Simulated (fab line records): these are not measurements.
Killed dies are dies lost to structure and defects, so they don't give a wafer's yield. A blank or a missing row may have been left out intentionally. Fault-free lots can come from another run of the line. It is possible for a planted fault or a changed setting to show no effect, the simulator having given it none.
Split-lot experiment || flow sfq_line || 23 wafers read from 5 lots, route of 325 steps

## ABOUT THE SPLIT
At SFQ_TRILAYER_I5_LITHO_EXPOSE_145 (exposes mask I5, target cd 700 nm), the setting dose_mj was moved away from the recipe's 21.3 on 10 of the 23 wafers read, by -7.2% to +3.1%. All remaining wafers had this setting at the recipe value.

## FROM THE SPLIT TO THE READING: what the file shows between them, 3 steps
- SFQ_TRILAYER_I5_LITHO_PEB_147: peb time 60 s
- SFQ_TRILAYER_I5_LITHO_DEVELOP_146: time 60 s
- SFQ_TRILAYER_I5_BARC_OPEN_VIA_ETCH_200: etches BARC in O2, target depth 125 nm, time 41.7 s

## THE READING
I5.cd_nm (the simulator's own value, which no gauge read), in nm, at SFQ_TRILAYER_I5_ETCH_VIA_ETCH_147 (etches the open film in CHF3, stops on Nb, target depth 360 nm). There is no usual value for it anywhere in the file. Average 700.8 nm, standard deviation 3 nm, over the 13 wafers here run with the recipe.

{"wafer": "L075.1", "tool, chamber at the split": "krf_scanner-01, 0", "dose_mj as run": 21.3, "against the recipe": "recipe", "I5.cd_nm, nm": 697.7, "against lot-mates on the recipe": "-"}
{"wafer": "L075.3", "tool, chamber at the split": "krf_scanner-01, 0", "dose_mj as run": 21.3, "against the recipe": "recipe", "I5.cd_nm, nm": 702.7, "against lot-mates on the recipe": "-"}
{"wafer": "L075.6", "tool, chamber at the split": "krf_scanner-01, 0", "dose_mj as run": 21.3, "against the recipe": "recipe", "I5.cd_nm, nm": 696.9, "against lot-mates on the recipe": "-"}
{"wafer": "L076.1", "tool, chamber at the split": "krf_scanner-01, 0", "dose_mj as run": 21.3, "against the recipe": "recipe", "I5.cd_nm, nm": 702.3, "against lot-mates on the recipe": "-"}
{"wafer": "L076.2", "tool, chamber at the split": "krf_scanner-01, 0", "dose_mj as run": 21.3, "against the recipe": "recipe", "I5.cd_nm, nm": 701.3, "against lot-mates on the recipe": "-"}
{"wafer": "L076.3", "tool, chamber at the split": "krf_scanner-01, 0", "dose_mj as run": 19.77, "against the recipe": "-7.2%", "I5.cd_nm, nm": 693.2, "against lot-mates on the recipe": -9.7}
{"wafer": "L076.4", "tool, chamber at the split": "krf_scanner-01, 0", "dose_mj as run": 21.3, "against the recipe": "recipe", "I5.cd_nm, nm": 705, "against lot-mates on the recipe": "-"}
{"wafer": "L076.5", "tool, chamber at the split": "krf_scanner-01, 0", "dose_mj as run": 19.77, "against the recipe": "-7.2%", "I5.cd_nm, nm": 691.4, "against lot-mates on the recipe": -11.5}
{"wafer": "L079.1", "tool, chamber at the split": "krf_scanner-01, 0", "dose_mj as run": 21.3, "against the recipe": "recipe", "I5.cd_nm, nm": 698.2, "against lot-mates on the recipe": "-"}
{"wafer": "L079.2", "tool, chamber at the split": "krf_scanner-01, 0", "dose_mj as run": 21.3, "against the recipe": "recipe", "I5.cd_nm, nm": 698.9, "against lot-mates on the recipe": "-"}
{"wafer": "L079.4", "tool, chamber at the split": "krf_scanner-01, 0", "dose_mj as run": 21.3, "against the recipe": "recipe", "I5.cd_nm, nm": 702.3, "against lot-mates on the recipe": "-"}
{"wafer": "L079.5", "tool, chamber at the split": "krf_scanner-01, 0", "dose_mj as run": 21.96, "against the recipe": "+3.1%", "I5.cd_nm, nm": 706.2, "against lot-mates on the recipe": "+6.4"}
{"wafer": "L079.6", "tool, chamber at the split": "krf_scanner-01, 0", "dose_mj as run": 21.96, "against the recipe": "+3.1%", "I5.cd_nm, nm": 705, "against lot-mates on the recipe": "+5.2"}
{"wafer": "L082.1", "tool, chamber at the split": "krf_scanner-01, 0", "dose_mj as run": 19.9, "against the recipe": "-6.6%", "I5.cd_nm, nm": 684.8, "against lot-mates on the recipe": -17.0}
{"wafer": "L082.3", "tool, chamber at the split": "krf_scanner-01, 0", "dose_mj as run": 21.3, "against the recipe": "recipe", "I5.cd_nm, nm": 706.8, "against lot-mates on the recipe": "-"}
{"wafer": "L082.4", "tool, chamber at the split": "krf_scanner-01, 0", "dose_mj as run": 19.9, "against the recipe": "-6.6%", "I5.cd_nm, nm": 692.9, "against lot-mates on the recipe": -8.9}
{"wafer": "L082.5", "tool, chamber at the split": "krf_scanner-01, 0", "dose_mj as run": 19.9, "against the recipe": "-6.6%", "I5.cd_nm, nm": 687, "against lot-mates on the recipe": -14.8}
{"wafer": "L082.6", "tool, chamber at the split": "krf_scanner-01, 0", "dose_mj as run": 21.3, "against the recipe": "recipe", "I5.cd_nm, nm": 696.8, "against lot-mates on the recipe": "-"}
{"wafer": "L085.1", "tool, chamber at the split": "krf_scanner-01, 0", "dose_mj as run": 19.84, "against the recipe": "-6.9%", "I5.cd_nm, nm": 683.7, "against lot-mates on the recipe": -17.0}
{"wafer": "L085.3", "tool, chamber at the split": "krf_scanner-01, 0", "dose_mj as run": 21.3, "against the recipe": "recipe", "I5.cd_nm, nm": 700.8, "against lot-mates on the recipe": "-"}
{"wafer": "L085.4", "tool, chamber at the split": "krf_scanner-01, 0", "dose_mj as run": 19.84, "against the recipe": "-6.9%", "I5.cd_nm, nm": 688, "against lot-mates on the recipe": -12.8}
{"wafer": "L085.5", "tool, chamber at the split": "krf_scanner-01, 0", "dose_mj as run": 21.3, "against the recipe": "recipe", "I5.cd_nm, nm": 700.7, "against lot-mates on the recipe": "-"}
{"wafer": "L085.6", "tool, chamber at the split": "krf_scanner-01, 0", "dose_mj as run": 19.84, "against the recipe": "-6.9%", "I5.cd_nm, nm": 686, "against lot-mates on the recipe": -14.8}

FIT RESULTS
A straight line over all 23 wafers: I5.cd_nm changes by +1.78 nm for each +1% of dose_mj; r = +0.90; the points scatter about the line by 3.2 nm.
The same after taking each lot's own level away (the mean of its wafers on the recipe; 23 wafers): +1.93 nm for each +1%; r = +0.93; scatter 2.8 nm.
The reading moves by 14 nm for the largest change in dose_mj, on that fit.
From 699.10 to 702.87 nm: that is the span of the lots' own levels, equal to 1.3 times the standard deviation above.
The two slopes agree, so the slope changes little with the lot-to-lot level.
Check: -14.6 nm against its lot-mates is what the line predicts for one of the wafers moved furthest among these (-7.2%) when that wafer is left out of the fit. It came out at -9.67 nm against them.

## ADDITIONAL SPLITS CARRIED BY THESE WAFERS
Note: prior to the reading, these wafers also went through further splits. Each is held against what the fit with the lots' levels taken away leaves over:
{"other split on the same wafers": "SFQ_TRILAYER_I4_VIA_LITHO_PEB_106 peb_time_s", "wafers away from the commonest value": 9, "r with I5.cd_nm (lot level and that fit taken away)": "+0.07"}
{"other split on the same wafers": "SFQ_TRILAYER_JJ_TRILAYER_DEP_SPUTTER_110 time_s", "wafers away from the commonest value": 5, "r with I5.cd_nm (lot level and that fit taken away)": "+0.05"}
{"other split on the same wafers": "SFQ_TRILAYER_JJ_CE_LITHO_COAT_114 resist_thk_nm", "wafers away from the commonest value": 9, "r with I5.cd_nm (lot level and that fit taken away)": -0.19}
{"other split on the same wafers": "SFQ_TRILAYER_M5_LITHO_PEB_126 peb_temp_c", "wafers away from the commonest value": 6, "r with I5.cd_nm (lot level and that fit taken away)": -0.31}
{"other split on the same wafers": "SFQ_TRILAYER_R5_LITHO_COAT_141 resist_thk_nm", "wafers away from the commonest value": 5, "r with I5.cd_nm (lot level and that fit taken away)": "+0.33"}

## THE WHOLE CHAIN: every reading that the file lists as answering this split, in the file's order
{"step": "SFQ_TRILAYER_I5_BARC_OPEN_VIA_ETCH_200", "what it does": "etches BARC in O2, target depth 125 nm, time 41.7 s", "reading": "I5.cd_nm (the simulator's own value, which no gauge read)", "change (the file's fit)": "+1.69 nm for each +1% of the setting", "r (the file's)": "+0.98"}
{"step": "SFQ_TRILAYER_I5_ETCH_VIA_ETCH_147", "what it does": "etches the open film in CHF3, stops on Nb, target depth 360 nm", "reading": "I5.cd_nm (the simulator's own value, which no gauge read)", "change (the file's fit)": "+1.88 nm for each +1% of the setting", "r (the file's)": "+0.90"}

## THE FILE'S OWN FIT
I5.cd_nm changes by +1.88 nm for each +1% of dose_mj, r = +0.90.
